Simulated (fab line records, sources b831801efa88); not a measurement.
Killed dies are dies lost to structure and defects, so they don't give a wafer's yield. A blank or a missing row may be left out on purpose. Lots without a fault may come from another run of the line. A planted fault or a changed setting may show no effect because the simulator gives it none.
fab line records | flow sky130
record lots=12 wafers=36 last_day=50
route steps=708 shown CONTACT@420 METAL1@437 PAD_OPEN@708
lots that met no fault: from a run of the same line without faults
start_h: hours from the record's first day to the start of the lot's first wafer shown | wait_h: hours since the lot's step before | " the same as in the row above | L1.1+2: a row that stands for several wafers | - no value, or no start given | * or withheld: withheld | < > ~ a bound
route shown NAME@n: a module of which the file shows steps, and the number in the route of the first | usual: mean/standard deviation of fault-free wafers | same: alike in all rows | chamber/n: place in a boat | sites: the reading at each site | _std_site: their standard deviation | _edge_site: outer sites' mean less inner sites' | radius_mm: how far each site lies from the wafer's centre | mask NAME#n: copy n | behind: the tool/chamber that last shaped the wafer | hold: why the lot was held/for how many hours/how that ended | device: the transistor (n, p or np) that didn't switch | end of line: the same wafers' tests at the end of the route | a step without rows: its recipe alone | killed: dies lost to structure and defects at the first sort, not the wafer's yield | map: a wafer's dies, x killed, . not, _ none there
set.NAME: the setting as run; set.NAME@STEP: as run at that earlier step | model.NAME: the simulator's own value behind a step, which no gauge read
steps of the route over a sample of lots; a table a step, a row a wafer
services: from which hour (start_h, from the record's first day; less than 0 if before it) a tool's chamber was out of use, for how many hours, and why
## steps
# step SKY_CONTACT_CD_MEAS_14
# recipe target_cd_nm=170
# usual cd_nm=169.7/1.3
# columns lot.wafer tool chamber start_h wait_h cd_nm
L124.1 cd_sem-01 - 732.24 - 170.1
L124.2 " - " " 169.4
L124.6 " - " " 169.0
L127.3 cd_sem-01 - 762.63 - 169.0
L127.4 " - " " 170.2
L127.5 " - " " 168.8
L128.3 cd_sem-01 - 770.46 - 169.4
L128.5 " - " " 171.0
L128.6 " - " " 170.8
L130.1 cd_sem-01 - 791.36 - 171.4
L130.3 " - " " 170.9
L130.5 " - " " 170.6
L131.1 cd_sem-01 - 797.77 - 169.8
L131.2 " - " " 169.6
L131.3 " - " " 168.0
L135.2 cd_sem-02 - 828.74 - 169.1
L135.3 " - " " 169.4
L135.4 " - " " 169.4
L136.3 cd_sem-01 - 832.30 - 167.2
L136.4 " - " " 167.7
L136.6 " - " " 168.7
L138.3 cd_sem-02 - 842.66 - 167.2
L138.5 " - " " 167.9
L138.6 " - " " 168.0
L141.1 cd_sem-02 - 864.89 - 169.6
L141.4 " - " " 171.3
L141.5 " - " " 168.8
L142.1 cd_sem-01 - 875.33 - 167.8
L142.5 " - " " 168.2
L142.6 " - " " 168.4
L144.3 cd_sem-02 - 890.18 - 171.4
L144.5 " - " " 169.7
L144.6 " - " " 170.3
L147.2 cd_sem-01 - 915.91 - 169.8
L147.3 " - " " 170.0
L147.5 " - " " 168.8
# step SKY_CONTACT_CVD_24
# recipe material=W target_thk_nm=340 time_s=102.12 temp_c=400 pressure_torr=40
# usual heater_power_w=837/61
# columns lot.wafer tool chamber start_h wait_h heater_power_w
L124.1 cvd_w-02 1 733.18 0.0 888
L124.2 " 0 " " 887
L124.6 " 0 " " 890
L127.3 cvd_w-01 1 763.58 0.1 794
L127.4 " 0 " " 750
L127.5 " 1 " " 823
L128.3 cvd_w-02 1 771.52 0.1 849
L128.5 " 1 " " 870
L128.6 " 0 " " 912
L130.1 cvd_w-02 0 792.31 0.0 893
L130.3 " 0 " " 904
L130.5 " 0 " " 911
L131.1 cvd_w-02 0 798.75 0.0 915
L131.2 " 1 " " 886
L131.3 " 1 " " 885
L135.2 cvd_w-01 0 829.67 0.0 756
L135.3 " 0 " " 762
L135.4 " 1 " " 809
L136.3 cvd_w-02 1 833.24 0.1 922
L136.4 " 0 " " 878
L136.6 " 1 " " 876
L138.3 cvd_w-02 0 843.94 0.1 893
L138.5 " 0 " " 888
L138.6 " 1 " " 916
L141.1 cvd_w-01 1 865.92 0.0 834
L141.4 " 0 " " 744
L141.5 " 0 " " 754
L142.1 cvd_w-01 0 876.30 0.0 771
L142.5 " 0 " " 761
L142.6 " 1 " " 822
L144.3 cvd_w-01 0 891.13 0.1 733
L144.5 " 0 " " 751
L144.6 " 1 " " 810
L147.2 cvd_w-01 1 916.91 0.1 826
L147.3 " 0 " " 742
L147.5 " 1 " " 802
# step SKY_CONTACT_RS_MEAS_25
# recipe thk_meas_gauge=four-point-probe reads=W_of_CONTACT_CVD_24+TiN_of_CONTACT_SPUTTER_23
# usual CONTACT_W_RS=0.338/0.0086
# columns lot.wafer tool chamber start_h wait_h CONTACT_W_RS[ohm/sq]
L124.1 film_metro-03 - 733.29 0.1 0.341
L124.2 " - " " 0.340
L124.6 " - " " 0.338
L127.3 film_metro-01 - 763.69 0.1 0.339
L127.4 " - " " 0.342
L127.5 " - " " 0.337
L128.3 film_metro-03 - 771.63 0.1 0.342
L128.5 " - " " 0.343
L128.6 " - " " 0.325
L130.1 film_metro-01 - 792.42 0.1 0.326
L130.3 " - " " 0.325
L130.5 " - " " 0.324
L131.1 film_metro-02 - 798.86 0.1 0.320
L131.2 " - " " 0.337
L131.3 " - " " 0.342
L135.2 film_metro-02 - 829.80 0.1 0.344
L135.3 " - " " 0.344
L135.4 " - " " 0.338
L136.3 film_metro-02 - 833.35 0.1 0.395
L136.4 " - " " 0.325
L136.6 " - " " 0.387
L138.3 film_metro-02 - 844.06 0.1 0.329
L138.5 " - " " 0.331
L138.6 " - " " 0.392
L141.1 film_metro-03 - 866.03 0.1 0.336
L141.4 " - " " 0.353
L141.5 " - " " 0.344
L142.1 film_metro-03 - 876.41 0.1 0.350
L142.5 " - " " 0.348
L142.6 " - " " 0.337
L144.3 film_metro-02 - 891.24 0.1 0.345
L144.5 " - " " 0.344
L144.6 " - " " 0.331
L147.2 film_metro-03 - 917.04 0.1 0.340
L147.3 " - " " 0.350
L147.5 " - " " 0.337
# step SKY_CONTACT_THK_MEAS_26
# recipe thk_meas_gauge=xrf reads=W_of_CONTACT_CVD_24
# usual CONTACT_W_THK=327/8.6
# columns lot.wafer tool chamber start_h wait_h CONTACT_W_THK[nm]
L124.1 film_metro-03 - 733.41 0.1 325
L124.2 " - " " 324
L124.6 " - " " 325
L127.3 film_metro-01 - 763.79 0.1 327
L127.4 " - " " 323
L127.5 " - " " 327
L128.3 film_metro-03 - 771.73 0.1 323
L128.5 " - " " 322
L128.6 " - " " 340
L130.1 film_metro-01 - 792.54 0.1 338
L130.3 " - " " 339
L130.5 " - " " 339
L131.1 film_metro-02 - 798.98 0.1 346
L131.2 " - " " 330
L131.3 " - " " 326
L135.2 film_metro-02 - 829.91 0.1 318
L135.3 " - " " 317
L135.4 " - " " 325
L136.3 film_metro-02 - 833.45 0.1 280
L136.4 " - " " 335
L136.6 " - " " 286
L138.3 film_metro-02 - 844.16 0.1 335
L138.5 " - " " 333
L138.6 " - " " 283
L141.1 film_metro-03 - 866.15 0.1 331
L141.4 " - " " 314
L141.5 " - " " 323
L142.1 film_metro-03 - 876.53 0.1 318
L142.5 " - " " 319
L142.6 " - " " 328
L144.3 film_metro-02 - 891.34 0.1 319
L144.5 " - " " 321
L144.6 " - " " 332
L147.2 film_metro-03 - 917.15 0.1 325
L147.3 " - " " 316
L147.5 " - " " 328
# step SKY_CONTACT_CMP_27
# recipe stop_on=SiO2 t_overpolish_s=15 down_force_psi=3.5 platen_rpm=60 target_thk_nm=0 pad_velocity_m_s=0.94248
# usual motor_current_A=10.8/1.1 retaining_ring_pressure_frac=1.000/0.0049
# columns lot.wafer tool chamber start_h wait_h motor_current_A retaining_ring_pressure_frac
L124.2 cmp-01 3 733.52 0.1 10.2 0.999
L124.1 " 0 " " 10.1 0.996
L124.6 " 2 " " 11.0 1.001
L127.3 cmp-01 1 763.83 0.0 12.1 1.000
L127.4 " 0 " " 9.8 1.002
L127.5 " 1 " " 11.5 1.005
L128.3 cmp-02 0 771.77 0.0 8.4 1.005
L128.6 " 0 " " 8.7 1.008
L128.5 " 1 " " 11.6 1.000
L130.1 cmp-02 2 792.65 0.1 11.5 1.006
L130.3 " 0 " " 8.5 1.003
L130.5 " 2 " " 12.2 1.002
L131.2 cmp-01 0 799.09 0.1 10.2 1.002
L131.3 " 1 " " 12.0 0.997
L131.1 " 2 " " 11.4 0.993
L135.4 cmp-02 3 829.96 0.0 11.3 0.995
L135.2 " 0 " " 8.6 0.996
L135.3 " 1 " " 12.1 1.000
L136.4 cmp-02 2 833.49 0.0 12.2 0.998
L136.3 " 0 " " 8.8 0.997
L136.6 " 2 " " 12.0 1.005
L138.3 cmp-01 0 844.30 0.1 10.7 0.988
L138.6 " 2 " " 10.9 1.001
L138.5 " 3 " " 10.3 1.004
L141.1 cmp-02 1 866.21 0.1 11.6 1.010
L141.4 " 3 " " 12.1 1.008
L141.5 " 2 " " 11.7 1.007
L142.1 cmp-01 3 876.64 0.1 10.0 1.006
L142.5 " 2 " " 11.1 1.001
L142.6 " 3 " " 10.0 1.004
L144.3 cmp-01 2 891.53 0.2 12.2 1.001
L144.5 " 3 " " 9.8 0.998
L144.6 " 0 " " 10.2 0.990
L147.3 cmp-01 2 917.21 0.0 11.1 0.994
L147.2 " 3 " " 10.4 0.994
L147.5 " 2 " " 11.9 0.996
# step SKY_METAL1_SPUTTER_03
# recipe material=Ti target_thk_nm=5 power_w=3000 time_s=3.3 chamber_pressure_pa=0.4
# usual throttle_valve_pct=29.4/1.3
# columns lot.wafer tool chamber start_h wait_h throttle_valve_pct
L124.1 pvd_sputter-02 - 733.84 0.0 30.7
L124.2 " - " " 27.4
L124.6 " - " " 31.4
L127.3 pvd_sputter-04 - 764.21 0.0 30.0
L127.4 " - " " 27.8
L127.5 " - " " 29.2
L128.3 pvd_sputter-02 - 772.14 0.0 29.4
L128.5 " - " " 29.3
L128.6 " - " " 29.8
L130.1 pvd_sputter-04 - 792.97 0.0 27.6
L130.3 " - " " 28.4
L130.5 " - " " 27.5
L131.1 pvd_sputter-04 - 799.41 0.0 28.9
L131.2 " - " " 29.2
L131.3 " - " " 30.0
L135.2 pvd_sputter-02 - 830.33 0.0 31.1
L135.3 " - " " 27.6
L135.4 " - " " 29.4
L136.3 pvd_sputter-03 - 833.86 0.0 31.2
L136.4 " - " " 32.4
L136.6 " - " " 31.4
L138.3 pvd_sputter-02 - 844.57 0.0 30.0
L138.5 " - " " 29.1
L138.6 " - " " 27.3
L141.1 pvd_sputter-03 - 866.59 0.0 29.7
L141.4 " - " " 31.1
L141.5 " - " " 29.5
L142.1 pvd_sputter-02 - 876.96 0.0 30.9
L142.5 " - " " 27.4
L142.6 " - " " 29.4
L144.3 pvd_sputter-04 - 891.75 0.0 27.2
L144.5 " - " " 29.8
L144.6 " - " " 28.8
L147.2 pvd_sputter-02 - 917.59 0.0 30.1
L147.3 " - " " 29.5
L147.5 " - " " 27.6
# step SKY_PAD_OPEN_PROBE_99
# usual killed_at_M0_to_M3=42/7 killed_at_M4_up=2.8/1.8 killed_at_contacts=24/5.8 killed_at_front_end=15/4.8 killed_at_other=0.3/0.56 killed_dies=84/11 killed_open=46/7.8 killed_short=38/6.3
# same gross_dies=492 killed_at_back_side=0
# columns lot.wafer tool chamber start_h wait_h killed_at_M0_to_M3 killed_at_M4_up killed_at_contacts killed_at_front_end killed_at_other killed_dies killed_open killed_short
L124.1 prober-01 - 1074.35 0.1 48 5 23 26 0 102 56 46
L124.2 prober-01 - 1074.40 0.1 39 2 18 15 0 74 39 34
L124.6 prober-01 - 1074.60 0.2 36 3 15 11 0 65 38 27
L127.3 prober-02 - 1096.45 0.2 39 2 30 13 1 85 45 40
L127.4 prober-02 - 1096.50 0.2 36 2 24 16 0 78 36 42
L127.5 prober-02 - 1096.55 0.2 47 5 26 10 1 89 42 47
L128.3 prober-01 - 1103.40 0.2 42 2 17 28 0 89 48 41
L128.5 prober-01 - 1103.50 0.2 35 4 27 19 2 87 48 38
L128.6 prober-01 - 1103.55 0.2 36 4 21 20 1 82 39 42
L130.1 prober-01 - 1119.39 0.1 33 1 20 14 0 68 36 32
L130.3 prober-01 - 1119.49 0.2 41 2 30 7 0 80 45 35
L130.5 prober-01 - 1119.59 0.2 35 2 31 13 0 81 45 36
L131.1 prober-02 - 1122.90 0.1 56 1 22 15 0 94 57 37
L131.2 prober-02 - 1122.95 0.1 34 4 25 18 0 81 53 28
L131.3 prober-02 - 1123.00 0.2 35 2 32 12 0 81 42 39
L135.2 prober-02 - 1145.59 0.1 57 0 23 15 1 96 50 46
L135.3 prober-02 - 1145.64 0.2 44 2 26 17 0 89 40 48
L135.4 prober-02 - 1145.69 0.2 37 4 28 11 0 80 51 29
L136.3 prober-01 - 1148.66 0.2 44 5 12 19 1 81 44 37
L136.4 prober-01 - 1148.71 0.2 45 2 28 14 1 90 51 39
L136.6 prober-01 - 1148.81 0.2 46 2 11 17 0 76 37 39
L138.3 prober-01 - 1157.71 0.2 37 2 30 9 2 80 49 31
L138.5 prober-01 - 1157.81 0.2 46 5 21 12 2 86 46 38
L138.6 prober-01 - 1157.86 0.2 43 1 30 15 1 90 52 37
L141.1 prober-02 - 1170.94 0.1 28 3 27 15 1 74 35 39
L141.4 prober-02 - 1171.09 0.2 41 3 22 15 0 81 50 31
L141.5 prober-02 - 1171.14 0.2 36 1 26 13 0 76 37 39
L142.1 prober-01 - 1177.52 0.1 47 5 31 16 0 99 59 40
L142.5 prober-01 - 1177.72 0.2 29 3 28 10 0 70 43 27
L142.6 prober-01 - 1177.77 0.2 35 2 24 15 0 76 46 29
L144.3 prober-01 - 1187.31 0.2 30 2 20 11 0 63 36 27
L144.5 prober-01 - 1187.41 0.2 34 2 28 13 0 77 41 36
L144.6 prober-01 - 1187.46 0.2 31 2 26 13 0 72 42 30
L147.2 prober-02 - 1203.45 0.1 42 3 25 17 0 87 54 33
L147.3 prober-02 - 1203.50 0.2 42 1 30 11 0 84 43 41
L147.5 prober-02 - 1203.60 0.2 43 8 24 10 0 85 46 39
# killed by level:class
L124.1 VIA1:geometric_particle:open=14 FIELD_ISO:geometric_particle:open=12 VIA3:geometric_particle:open=7 CONTACT:geometric_particle:short=6 CONTACT:geometric_particle:open=6 FIELD_ISO:geometric_particle:short=5 VIA3:geometric_particle:short=4 LI_CONTACT:geometric_particle:short=4
L124.2 VIA1:geometric_particle:open=12 METAL2:geometric_particle:short=7 VIA3:geometric_particle:open=7 LI_CONTACT:geometric_particle:open=6 FIELD_ISO:geometric_particle:short=4 METAL1:geometric_particle:short=4 FIELD_ISO:geometric_particle:open=3 LOCAL_INTERCONNECT:geometric_particle:short=3
L124.6 VIA1:geometric_particle:open=8 CONTACT:geometric_particle:open=7 VIA3:geometric_particle:open=7 METAL1:geometric_particle:short=5 VIA2:geometric_particle:open=5 FIELD_ISO:geometric_particle:open=4 LI_CONTACT:geometric_particle:open=4 METAL2:geometric_particle:short=4
L127.3 VIA3:geometric_particle:open=8 LOCAL_INTERCONNECT:geometric_particle:short=7 VIA1:geometric_particle:open=7 VIA2:geometric_particle:open=7 LI_CONTACT:geometric_particle:open=6 CONTACT:geometric_particle:open=6 FIELD_ISO:geometric_particle:short=5 FIELD_ISO:geometric_particle:open=5
L127.4 CONTACT:geometric_particle:open=8 VIA1:geometric_particle:open=6 FIELD_ISO:geometric_particle:short=5 LI_CONTACT:geometric_particle:open=5 CONTACT:geometric_particle:short=5 METAL1:geometric_particle:short=5 VIA3:geometric_particle:short=5 VIA3:geometric_particle:open=4
L127.5 VIA3:geometric_particle:open=12 CONTACT:geometric_particle:short=8 LI_CONTACT:geometric_particle:open=7 CONTACT:geometric_particle:open=6 VIA1:geometric_particle:short=6 METAL1:geometric_particle:short=5 VIA2:geometric_particle:open=5 METAL4:geometric_particle:short=5
L128.3 VIA1:geometric_particle:open=12 POLY_GATE:geometric_particle:open=8 METAL2:geometric_particle:short=8 METAL1:geometric_particle:short=8 FIELD_ISO:geometric_particle:open=6 CONTACT:geometric_particle:open=6 FIELD_ISO:geometric_particle:short=5 POLY_GATE:geometric_particle:short=5
L128.5 LI_CONTACT:geometric_particle:open=9 VIA1:geometric_particle:open=9 METAL1:geometric_particle:short=7 CONTACT:geometric_particle:open=7 VIA2:geometric_particle:open=7 FIELD_ISO:geometric_particle:open=6 FIELD_ISO:geometric_particle:short=5 LI_CONTACT:geometric_particle:short=5
L128.6 VIA1:geometric_particle:open=9 POLY_GATE:geometric_particle:short=8 VIA2:geometric_particle:open=6 VIA3:geometric_particle:open=6 LI_CONTACT:geometric_particle:open=5 CONTACT:geometric_particle:open=5 POLY_GATE:geometric_particle:open=4 LI_CONTACT:geometric_particle:short=4
L130.1 VIA1:geometric_particle:open=9 POLY_GATE:geometric_particle:open=6 METAL2:geometric_particle:short=6 LI_CONTACT:geometric_particle:open=5 CONTACT:geometric_particle:open=5 FIELD_ISO:geometric_particle:short=4 CONTACT:geometric_particle:short=4 VIA3:geometric_particle:open=4
L130.3 VIA1:geometric_particle:open=18 CONTACT:geometric_particle:open=9 LI_CONTACT:geometric_particle:open=7 CONTACT:geometric_particle:short=7 LOCAL_INTERCONNECT:geometric_particle:short=5 METAL2:geometric_particle:short=5 METAL1:geometric_particle:short=4 VIA1:geometric_particle:short=4
L130.5 CONTACT:geometric_particle:open=10 LI_CONTACT:geometric_particle:open=10 METAL1:geometric_particle:short=9 VIA1:geometric_particle:open=9 LI_CONTACT:geometric_particle:short=6 POLY_GATE:geometric_particle:open=5 FIELD_ISO:geometric_particle:short=4 CONTACT:geometric_particle:short=4
L131.1 VIA1:geometric_particle:open=17 VIA2:geometric_particle:open=9 CONTACT:geometric_particle:open=7 LI_CONTACT:geometric_particle:open=6 METAL1:geometric_particle:short=6 VIA3:geometric_particle:open=6 CONTACT:geometric_particle:short=5 METAL3:geometric_particle:short=5
L131.2 VIA1:geometric_particle:open=11 VIA2:geometric_particle:open=10 CONTACT:geometric_particle:open=9 LI_CONTACT:geometric_particle:open=8 CONTACT:geometric_particle:short=6 FIELD_ISO:geometric_particle:open=5 FIELD_ISO:geometric_particle:short=3 SONOS_ONO:geometric_particle:short=3
L131.3 CONTACT:geometric_particle:open=12 VIA1:geometric_particle:open=9 VIA2:geometric_particle:open=8 LI_CONTACT:geometric_particle:short=6 VIA1:geometric_particle:short=6 LI_CONTACT:geometric_particle:open=5 LOCAL_INTERCONNECT:geometric_particle:short=5 POLY_GATE:geometric_particle:open=3
L135.2 CONTACT:geometric_particle:open=11 VIA1:geometric_particle:open=9 METAL2:geometric_particle:short=9 METAL1:geometric_particle:short=8 VIA1:geometric_particle:short=7 FIELD_ISO:geometric_particle:short=6 VIA2:geometric_particle:open=6 LI_CONTACT:geometric_particle:open=5
L135.3 VIA1:geometric_particle:open=9 CONTACT:geometric_particle:short=8 CONTACT:geometric_particle:open=7 VIA3:geometric_particle:open=6 LI_CONTACT:geometric_particle:open=5 VIA1:geometric_particle:short=5 METAL2:geometric_particle:short=5 VIA2:geometric_particle:open=5
L135.4 CONTACT:geometric_particle:open=13 VIA1:geometric_particle:open=11 LI_CONTACT:geometric_particle:open=7 VIA2:geometric_particle:open=7 VIA3:geometric_particle:open=5 POLY_GATE:geometric_particle:open=4 VIA2:geometric_particle:short=4 FIELD_ISO:geometric_particle:short=3
L136.3 VIA1:geometric_particle:open=8 VIA2:geometric_particle:open=7 FIELD_ISO:geometric_particle:open=6 CONTACT:geometric_particle:open=6 METAL2:geometric_particle:short=6 VIA2:geometric_particle:short=5 METAL1:geometric_particle:short=4 METAL2:geometric_particle:open=4
L136.4 VIA1:geometric_particle:open=12 CONTACT:geometric_particle:open=9 VIA2:geometric_particle:open=7 VIA3:geometric_particle:open=7 CONTACT:geometric_particle:short=6 VIA1:geometric_particle:short=6 LOCAL_INTERCONNECT:geometric_particle:short=5 FIELD_ISO:geometric_particle:open=4
L136.6 METAL2:geometric_particle:short=8 VIA1:geometric_particle:short=7 METAL1:geometric_particle:short=6 VIA1:geometric_particle:open=6 VIA2:geometric_particle:open=5 VIA3:geometric_particle:open=5 FIELD_ISO:geometric_particle:open=4 FIELD_ISO:geometric_particle:short=4
L138.3 CONTACT:geometric_particle:open=12 VIA1:geometric_particle:open=9 LI_CONTACT:geometric_particle:open=8 VIA3:geometric_particle:open=7 CONTACT:geometric_particle:short=6 VIA1:geometric_particle:short=5 POLY_GATE:geometric_particle:short=3 METAL1:geometric_particle:short=3
L138.5 VIA1:geometric_particle:open=15 VIA2:geometric_particle:open=9 VIA3:geometric_particle:open=6 CONTACT:geometric_particle:short=5 CONTACT:geometric_particle:open=5 LOCAL_INTERCONNECT:geometric_particle:short=4 LI_CONTACT:geometric_particle:short=3 LI_CONTACT:geometric_particle:open=3
L138.6 VIA1:geometric_particle:open=13 LI_CONTACT:geometric_particle:open=10 LOCAL_INTERCONNECT:geometric_particle:short=7 FIELD_ISO:geometric_particle:open=6 CONTACT:geometric_particle:short=6 CONTACT:geometric_particle:open=6 METAL1:geometric_particle:short=6 VIA3:geometric_particle:open=6
L141.1 CONTACT:geometric_particle:open=10 LOCAL_INTERCONNECT:geometric_particle:short=6 LI_CONTACT:geometric_particle:open=5 VIA1:geometric_particle:open=5 METAL1:geometric_particle:short=4 VIA1:geometric_particle:short=4 VIA2:geometric_particle:open=4 VIA3:geometric_particle:short=4
L141.4 CONTACT:geometric_particle:open=11 VIA1:geometric_particle:open=10 VIA1:geometric_particle:short=7 VIA3:geometric_particle:open=7 VIA2:geometric_particle:open=7 LI_CONTACT:geometric_particle:open=6 POLY_GATE:geometric_particle:open=5 METAL1:geometric_particle:short=4
L141.5 VIA1:geometric_particle:open=12 CONTACT:geometric_particle:short=8 LI_CONTACT:geometric_particle:open=7 CONTACT:geometric_particle:open=5 VIA3:geometric_particle:open=5 LI_CONTACT:geometric_particle:short=4 VIA2:geometric_particle:short=4 VIA3:geometric_particle:short=4
L142.1 VIA1:geometric_particle:open=14 LI_CONTACT:geometric_particle:open=10 VIA2:geometric_particle:open=10 CONTACT:geometric_particle:short=7 CONTACT:geometric_particle:open=6 VIA3:geometric_particle:open=6 FIELD_ISO:geometric_particle:open=4 POLY_GATE:geometric_particle:open=4
L142.5 LI_CONTACT:geometric_particle:open=9 CONTACT:geometric_particle:open=9 VIA1:geometric_particle:open=7 VIA3:geometric_particle:open=5 LOCAL_INTERCONNECT:geometric_particle:short=5 METAL2:geometric_particle:short=4 POLY_GATE:geometric_particle:open=3 LI_CONTACT:geometric_particle:short=3
L142.6 VIA1:geometric_particle:open=13 VIA2:geometric_particle:open=11 LI_CONTACT:geometric_particle:open=7 CONTACT:geometric_particle:open=6 CONTACT:geometric_particle:short=5 FIELD_ISO:geometric_particle:open=4 POLY_GATE:geometric_particle:short=4 LOCAL_INTERCONNECT:geometric_particle:short=4
L144.3 CONTACT:geometric_particle:open=10 VIA3:geometric_particle:open=5 LOCAL_INTERCONNECT:geometric_particle:short=5 VIA1:geometric_particle:open=5 METAL2:geometric_particle:short=4 VIA2:geometric_particle:short=4 FIELD_ISO:geometric_particle:short=3 FIELD_ISO:geometric_particle:open=3
L144.5 CONTACT:geometric_particle:open=9 LOCAL_INTERCONNECT:geometric_particle:short=7 METAL2:geometric_particle:short=7 VIA3:geometric_particle:open=6 POLY_GATE:geometric_particle:open=5 VIA1:geometric_particle:open=5 LI_CONTACT:geometric_particle:open=5 POLY_GATE:geometric_particle:short=3
L144.6 LI_CONTACT:geometric_particle:open=8 VIA1:geometric_particle:open=8 CONTACT:geometric_particle:open=8 CONTACT:geometric_particle:short=7 METAL1:geometric_particle:short=5 VIA3:geometric_particle:open=5 VIA2:geometric_particle:open=4 VIA3:geometric_particle:short=4
L147.2 LI_CONTACT:geometric_particle:open=10 VIA1:geometric_particle:open=8 FIELD_ISO:geometric_particle:open=7 VIA1:geometric_particle:short=7 VIA2:geometric_particle:open=7 CONTACT:geometric_particle:short=5 CONTACT:geometric_particle:open=5 METAL2:geometric_particle:open=4
L147.3 LI_CONTACT:geometric_particle:open=10 VIA1:geometric_particle:open=8 CONTACT:geometric_particle:open=7 METAL1:geometric_particle:short=7 FIELD_ISO:geometric_particle:open=5 METAL2:geometric_particle:short=5 LOCAL_INTERCONNECT:geometric_particle:short=4 CONTACT:geometric_particle:short=4
L147.5 VIA1:geometric_particle:open=11 CONTACT:geometric_particle:open=8 METAL2:geometric_particle:short=8 VIA2:geometric_particle:open=8 LI_CONTACT:geometric_particle:open=6 VIA1:geometric_particle:short=5 CONTACT:geometric_particle:short=4 METAL4:geometric_particle:short=4
## services
# columns tool chamber start_h hours kind
pvd_sputter-03 - 709.37 7.0 repair
cmp-02 - 720.53 0.5 repair
cmp-02 - 735.16 1.8 repair
cmp-02 - 735.97 0.3 repair
cmp-01 - 745.77 4.0 pm
pvd_sputter-02 - 750.97 4.7 repair
pvd_sputter-02 - 761.26 8.3 repair
cmp-02 - 762.31 0.3 repair
pvd_sputter-03 - 783.16 1.0 repair
cmp-01 - 797.44 0.8 repair
pvd_sputter-03 - 802.28 6.8 repair
cmp-01 - 804.26 29.0 repair
cmp-01 - 822.05 5.3 repair
pvd_sputter-04 - 826.72 8.1 repair
cmp-02 - 850.26 5.0 pm
pvd_sputter-04 - 857.37 13.4 repair
cmp-01 - 869.18 3.9 pm
cmp-02 - 873.09 6.1 pm
pvd_sputter-02 - 887.76 7.1 repair
pvd_sputter-04 - 896.00 9.3 repair
pvd_sputter-04 - 896.28 6.1 repair
pvd_sputter-04 - 898.52 14.9 repair
cvd_w-02 - 904.00 14.0 pm
cmp-02 - 912.26 4.0 pm
## key
first_sign step=SKY_CONTACT_RS_MEAS_25 reading=CONTACT_W_RS direction=up sigmas=6.2 usual=0.338 struck=0.391
effect step=SKY_CONTACT_THK_MEAS_26 reading=CONTACT_W_THK direction=down sigmas=5.2 usual=327 struck=283
met_at SKY_CONTACT_CVD_24
struck_lots L136,L138
struck_wafers L136.3,L136.6,L138.6
tester_left_out L136,L138
not_acting_at SKY_CONTACT_CD_MEAS_14,SKY_CONTACT_CMP_27,SKY_METAL1_SPUTTER_03
onset_between 798.75 833.24
fault kind=process_parameter_drift tool=cvd_w-02 chamber=1 onset_h=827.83 steps=SKY_CONTACT_CVD_24 channel=target_thk_nm offset=-37.449 shape=step end_h=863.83 acts_in=these_recipes_only stated=340
# tester_left_out: of these lots the tester's yield and bins aren't shown, on N5 and GAA mostly nor the transistor test; their killed dies are dies lost to structure and defects alone, not to doping, threshold or leakage, so they don't give the yield
